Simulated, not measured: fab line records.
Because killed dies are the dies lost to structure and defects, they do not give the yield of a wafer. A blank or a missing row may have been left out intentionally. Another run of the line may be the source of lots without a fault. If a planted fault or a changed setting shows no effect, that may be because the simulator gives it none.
A lot that was struck, set against a sound lot || flow gf180mcu || 15 out of 602 route steps
Sound: these wafers, L991.4, L991.5, L991.6. Wafers L108.2, L108.3, L108.4 were the ones struck. The cause comes at the end.
Each step with rows lists, per side, the tool, then ch with its chambers, then its first start. Under that, the readings that differ: sound wafers || struck wafers || difference of the means || sigmas: that difference in standard deviations of wafers without a fault.
alike: readings with means less than 2 such deviations apart, plus words and numbers identical on both sides. not compared: withheld readings, readings lacking a value on some wafer, bounds such as >300 that could conceal the same value, and numbers that have no deviation in the record and whose values overlap.
Wherever a step has rows on one side only, a row that says differs or no value, or a row with sigmas, the two part there. Numbers that have no deviation but don't overlap get no sigmas and don't part them. A reading missing from all wafers of one side parts the sides only when that side holds two or more wafers.

first, 7 steps without rows for these wafers: GF_DUAL_GATE_DEHYDRATE_04 (time 60 s); GF_DUAL_GATE_HMDS_05 (prime time 60 s); GF_DUAL_GATE_COAT_06 (resist thk 1000 nm); GF_DUAL_GATE_SOFTBAKE_07 (time 60 s); GF_DUAL_GATE_EXPOSE_08 (exposes mask Dualgate, target cd 700 nm); GF_DUAL_GATE_PEB_09; GF_DUAL_GATE_DEVELOP_10 (develop time 60 s).
GF_DUAL_GATE_OVL_MEAS_11:
  sound on overlay-02, day 9 10:07; struck on overlay-02, day 14 14:36
  alike: DUAL_GATE_OVL
then, 1 step without rows for these wafers: GF_DUAL_GATE_WET_ETCH_12 (etches SiO2 in dHF, target depth 13 nm, time 260 s).
GF_DUAL_GATE_STRIP_13: strips in O2/N2.
  sound on plasma-asher-02 ch 0,1, day 9 10:15; struck on plasma-asher-01 ch 0,1, day 14 14:43
  alike: drypump-motor-current-A, heater-power-w, oes-product-au, strip-time-to-endpoint-s
  not compared: rf-hours-counter-h
then, 2 steps without rows for these wafers: GF_DUAL_GATE_CLEAN_14 (cleans in SC1/SC2, time 150 s); GF_DUAL_GATE_OXIDATION_15 (stabilise 600 s, purge 300 s, target thk 7.098 nm).
GF_POLY_GATE_CVD_00: deposits poly-Si, target thk 200 nm, time 1200 s.
  sound on lpcvd-02 ch 1, day 9 15:14; struck on lpcvd-02 ch 1, day 14 16:25
{"reading": "spike-tc-bottom-C (C)", "sound": "645 648 645", "struck": "679 678 679", "difference": "+33", "sigmas": "+8"}
{"reading": "spike-tc-centre-C (C)", "sound": "622.6 621.7 620.8", "struck": "652.5 654.0 652.5", "difference": "+31.3", "sigmas": "+22"}
{"reading": "spike-tc-lower-C (C)", "sound": "620.1 621.6 619.2", "struck": "650.6 651.0 650.7", "difference": "+30.5", "sigmas": "+28"}
{"reading": "spike-tc-top-C (C)", "sound": "637.7 638.3 638.5", "struck": "670.5 668.7 670.2", "difference": "+31.6", "sigmas": "+19"}
{"reading": "spike-tc-upper-C (C)", "sound": "619.2 619.9 620.1", "struck": "648.9 650.8 650.7", "difference": "+30.4", "sigmas": "+16"}
{"reading": "susceptor-temp-C (C)", "sound": "619.4 619.9 619.9", "struck": "650.7 651.1 650.7", "difference": "+31.1", "sigmas": "+99 or more"}
{"reading": "zone-power-lower-pct (%)", "sound": "9.03 9.01 9.15", "struck": "9.98 9.99 10.02", "difference": "+0.93", "sigmas": "+5"}
{"reading": "model.poly-Si_of_POLY_GATE_CVD_00.thk-nm (nm)", "sound": "200.7 200.3 202.6", "struck": "389.1 389.4 390.3", "difference": "+188.4", "sigmas": ""}
GF_POLY_GATE_THK_MEAS_01:
  sound on film-metro-01, day 9 17:16; struck on film-metro-02, day 14 17:59
{"reading": "POLY_GATE_CVD_00_THK (nm)", "sound": "200.6 200.5 202.7", "struck": "389.3 389.6 390.3", "difference": "+188.5", "sigmas": "+86"}
  not compared: hold
GF_PASSIVATION_PROBE_99:
  rows exist in the record for the sound wafers here (prober-01, day 30 09:52), none for the struck ones

## WHERE THEY PART
Last at GF_PASSIVATION_PROBE_99 as far as this record goes, first at GF_POLY_GATE_CVD_00.

WHY: what the simulator had put in
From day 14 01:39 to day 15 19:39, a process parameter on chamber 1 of lpcvd-02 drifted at GF_POLY_GATE_CVD_00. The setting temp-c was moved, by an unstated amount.
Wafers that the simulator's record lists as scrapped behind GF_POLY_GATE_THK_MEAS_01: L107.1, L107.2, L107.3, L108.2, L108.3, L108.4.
